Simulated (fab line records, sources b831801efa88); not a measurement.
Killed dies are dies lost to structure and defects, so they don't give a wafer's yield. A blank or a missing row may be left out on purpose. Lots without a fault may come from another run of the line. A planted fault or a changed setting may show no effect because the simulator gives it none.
Which tool did it? | flow gf180mcu | 12 lots, 36 wafers sampled, at 6 steps of a route of 602

WHAT THE GAUGES READ, wafer by wafer
GF_STI_THK_MEAS_04.
lot  | measured    | on            | STI_CVD_03_THK (nm)
L838 | day 1 19:34 | film_metro-01 | 207.0 205.4 207.2
L839 | day 1 23:34 | film_metro-04 | 204.5 204.2 204.8
L840 | day 2 05:25 | film_metro-01 | 206.0 205.4 205.9
L841 | day 2 09:34 | film_metro-04 | 207.7 205.7 205.5
L842 | day 2 14:34 | film_metro-01 | 206.0 205.1 205.9
L843 | day 2 19:34 | film_metro-04 | 204.8 204.9 204.2
L844 | day 3 00:55 | film_metro-01 | 206.4 208.4 207.8
L845 | day 3 05:35 | film_metro-04 | 236.8 237.5 238.7
L847 | day 3 16:33 | film_metro-01 | 207.2 207.3 208.2
L848 | day 3 23:34 | film_metro-02 | 239.6 236.9 237.8
L856 | day 5 13:51 | film_metro-04 | 205.2 206.8 207.6
L857 | day 5 20:05 | film_metro-02 | 207.4 206.0 208.6

GF_STI_THK_MEAS_24.
lot  | measured    | on            | STI_CVD_23_THK (nm)
L838 | day 2 10:43 | film_metro-02 | 662 657 657
L839 | day 2 13:50 | film_metro-01 | 653 651 651
L840 | day 2 19:48 | film_metro-01 | 661 655 656
L841 | day 3 00:08 | film_metro-01 | 649 650 650
L842 | day 3 04:58 | film_metro-01 | 644 646 642
L843 | day 3 11:40 | film_metro-02 | 669 654 658
L844 | day 3 17:32 | film_metro-01 | 648 641 637
L845 | day 3 21:17 | film_metro-01 | 649 650 658
L847 | day 4 07:31 | film_metro-02 | 657 653 651
L848 | day 4 15:20 | film_metro-01 | 652 652 644
L856 | day 6 06:42 | film_metro-04 | 649 643 654
L857 | day 6 13:02 | film_metro-04 | 648 656 647

GF_VT_IMPLANT_RS_MEAS_46: measures by four-point-probe.
lot  | measured     | on            | MVSD_RS (ohm/sq)
L838 | day 8 04:44  | film_metro-04 | 456.4 454.7 455.4
L839 | day 8 03:26  | film_metro-04 | 458.1 456.9 457.4
L840 | day 8 10:50  | film_metro-02 | 458.1 457.7 457.5
L841 | day 8 18:07  | film_metro-04 | 453.9 453.8 454.3
L842 | day 8 22:06  | film_metro-02 | 456.3 457.1 456.8
L843 | day 9 08:05  | film_metro-02 | 456.3 455.7 455.8
L844 | day 9 16:03  | film_metro-02 | 455.2 454.1 455.5
L845 | day 9 21:01  | film_metro-02 | 455.3 455.4 455.6
L847 | day 10 13:28 | film_metro-04 | 456.7 455.4 456.4
L848 | day 10 19:22 | film_metro-02 | 454.3 454.3 455.6
L856 | day 12 21:52 | film_metro-03 | 455.6 455.6 455.6
L857 | day 13 07:22 | film_metro-02 | 454.3 453.9 454.4

WHICH TOOL RAN EACH LOT (tool, then ch and the chambers of the sampled wafers, then the start)
lot  | GF_STI_CVD_03              | GF_STI_ETCH_13                    | GF_STI_CMP_25
L838 | lpcvd-02 ch 0, day 1 16:34 | rie_diel-03 ch 0,2,3, day 2 07:26 | cmp-02 ch 1,3, day 2 10:49
L839 | lpcvd-02 ch 1, day 1 21:34 | rie_diel-04 ch 0,1,2, day 2 11:56 | cmp-02 ch 0,2,3, day 2 13:53
L840 | lpcvd-01 ch 0, day 2 03:26 | rie_diel-01 ch 1,3, day 2 17:56   | cmp-02 ch 0,1,3, day 2 19:55
L841 | lpcvd-01 ch 1, day 2 07:34 | rie_diel-03 ch 2,3, day 2 21:26   | cmp-01 ch 1,2, day 3 00:14
L842 | lpcvd-02 ch 1, day 2 12:34 | rie_diel-01 ch 0,1,3, day 3 03:04 | cmp-02 ch 0,1, day 3 05:01
L843 | lpcvd-02 ch 0, day 2 17:34 | rie_diel-03 ch 0,2,3, day 3 08:29 | cmp-02 ch 0,1,3, day 3 11:43
L844 | lpcvd-01 ch 1, day 2 22:55 | rie_diel-04 ch 1,2,3, day 3 13:29 | cmp-01 ch 0,1,3, day 3 18:14
L845 | lpcvd-01 ch 0, day 3 03:34 | rie_diel-04 ch 0,1,2, day 3 18:38 | cmp-01 ch 0,1, day 3 21:20
L847 | lpcvd-02 ch 0, day 3 14:32 | rie_diel-01 ch 1,2,3, day 4 05:35 | cmp-02 ch 0,1,2, day 4 07:38
L848 | lpcvd-01 ch 1, day 3 20:35 | rie_diel-03 ch 0,1,2, day 4 13:03 | cmp-01 ch 1,2,3, day 4 15:27
L856 | lpcvd-02 ch 1, day 5 10:52 | rie_diel-04 ch 0,1,3, day 6 04:08 | cmp-02 ch 0,3, day 6 06:45
L857 | lpcvd-02 ch 0, day 5 15:36 | rie_diel-01 ch 0,2,3, day 6 11:08 | cmp-02 ch 0,1,2, day 6 13:04
- GF_STI_CVD_03: deposits Si3N4 from DCS/NH3, target thk 207.16 nm, time 3551 s.
- GF_STI_ETCH_13: etches the open film in CHF3/O2, stops on Si, target depth 282.31 nm, time 112.9 s.
- GF_STI_CMP_25: polishes, stops on Si3N4, t overpolish 33 s, target thk 524.6 nm.

WHAT THE TOOLS THEMSELVES READ (means of the sampled wafers that have a number; where no wafer has one, the mark that the record gives instead)
GF_STI_CVD_03.
lot  | tool     | spike_tc_centre_C (C) | spike_tc_lower_C (C) | spike_tc_upper_C (C) | susceptor_temp_C (C)
L838 | lpcvd-02 | 770.6                 | 770.3                | 768.3                | 770.1
L839 | lpcvd-02 | 771.5                 | 771.7                | 770.7                | 769.7
L840 | lpcvd-01 | 769.6                 | 767.9                | 769.7                | 769.2
L841 | lpcvd-01 | 770.5                 | 768.5                | 769.8                | 769.6
L842 | lpcvd-02 | 771.4                 | 771.0                | 772.0                | 770.0
L843 | lpcvd-02 | 770.4                 | 770.0                | 768.6                | 770.0
L844 | lpcvd-01 | 771.3                 | 768.4                | 770.6                | 770.5
L845 | lpcvd-01 | 777.7                 | 776.5                | 777.4                | 777.6
L847 | lpcvd-02 | 769.4                 | 770.6                | 768.8                | 770.2
L848 | lpcvd-01 | 778.6                 | 776.5                | 778.8                | 777.9
L856 | lpcvd-02 | 771.3                 | 770.9                | 770.9                | 770.1
L857 | lpcvd-02 | 771.2                 | 769.9                | 768.8                | 769.9

GF_STI_ETCH_13.
lot  | tool        | O2_flow_sccm (sccm) | drypump_motor_current_A (A) | oes_product_au (a.u.) | throttle_valve_pct (%)
L838 | rie_diel-03 | 4.992               | 5.8                         | 0.828                 | 8.809
L839 | rie_diel-04 | 4.989               | 5.9                         | 0.828                 | 8.810
L840 | rie_diel-01 | 4.984               | 5.9                         | 0.831                 | 8.809
L841 | rie_diel-03 | 5.017               | 6.3                         | 0.831                 | 8.812
L842 | rie_diel-01 | 5.007               | 5.7                         | 0.826                 | 8.808
L843 | rie_diel-03 | 4.986               | 5.8                         | 0.827                 | 8.814
L844 | rie_diel-04 | 5.002               | 5.6                         | 0.836                 | 8.814
L845 | rie_diel-04 | 5.009               | 5.9                         | 0.900                 | 8.828
L847 | rie_diel-01 | 5.003               | 5.9                         | 0.831                 | 8.807
L848 | rie_diel-03 | 5.004               | 5.6                         | 0.902                 | 8.823
L856 | rie_diel-04 | 4.992               | 5.7                         | 0.831                 | 8.813
L857 | rie_diel-01 | 5.001               | 5.8                         | 0.832                 | 8.811

GF_STI_CMP_25.
lot  | tool   | motor_current_A (A)
L838 | cmp-02 | 12.5
L839 | cmp-02 | 11.2
L840 | cmp-02 | 12.1
L841 | cmp-01 | 11.8
L842 | cmp-02 | 12.5
L843 | cmp-02 | 12.1
L844 | cmp-01 | 12.7
L845 | cmp-01 | 12.1
L847 | cmp-02 | 12.1
L848 | cmp-01 | 12.7
L856 | cmp-02 | 11.5
L857 | cmp-02 | 11.9

THE ANSWER, worked out from the rows above alone
Rule: what is usual is taken from the lots themselves. Put in order of their means at a reading, lots are off if they are a third of the lots or fewer, leave a main group of 4 or more, and stand apart from it by a gap of 3 or more times the standard deviation of the main group's means; of several such gaps the widest counts. A main group whose means are all the same, to the digits that the tables above print for the reading, isn't used. A lot without any number at a reading at which 4 lots or more have one is off too. The other lots that the step has rows for count as sound. The gauges are gone through in route order, then the tools' own readings, and for those a lot's mean is taken as printed above. The first step at which some lot is off is used, and at that step the reading that is off furthest; a lot without a number counts as furthest.
Off: L845, L848, at GF_STI_THK_MEAS_04 (STI_CVD_03_THK). The main group: mean 206.2 nm, standard deviation 1.
A tool fits if, at a process step before that reading, it ran every lot that is off, and no sound lot after the first of them. The gauges at GF_STI_THK_MEAS_04 aren't tried: what is off there is off at GF_STI_CVD_03 too, on other tools, and a gauge's error can't cause that. One fits: lpcvd-01 at GF_STI_CVD_03. Its last sound lot is L844 (day 2 22:55), its first lot that is off L845 (day 3 03:34): a fault that began between those two fits.
The tool's own readings at GF_STI_CVD_03 bear it out: on the lots that are off they differ by more than 5 times the standard deviation of the sound lots' means. spike_tc_centre_C reads 778.2 C there against 770.7 C on the sound lots; spike_tc_lower_C reads 776.5 C there against 769.9 C on the sound lots; spike_tc_upper_C reads 778.1 C there against 769.8 C on the sound lots; susceptor_temp_C reads 777.8 C there against 769.9 C on the sound lots.

WHAT THE SIMULATOR HAD PUT IN
Process parameter drift: lpcvd-01, from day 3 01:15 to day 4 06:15, at GF_STI_CVD_03. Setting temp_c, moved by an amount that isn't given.
Lots struck among those shown: L845, L848. The rule above found the same.
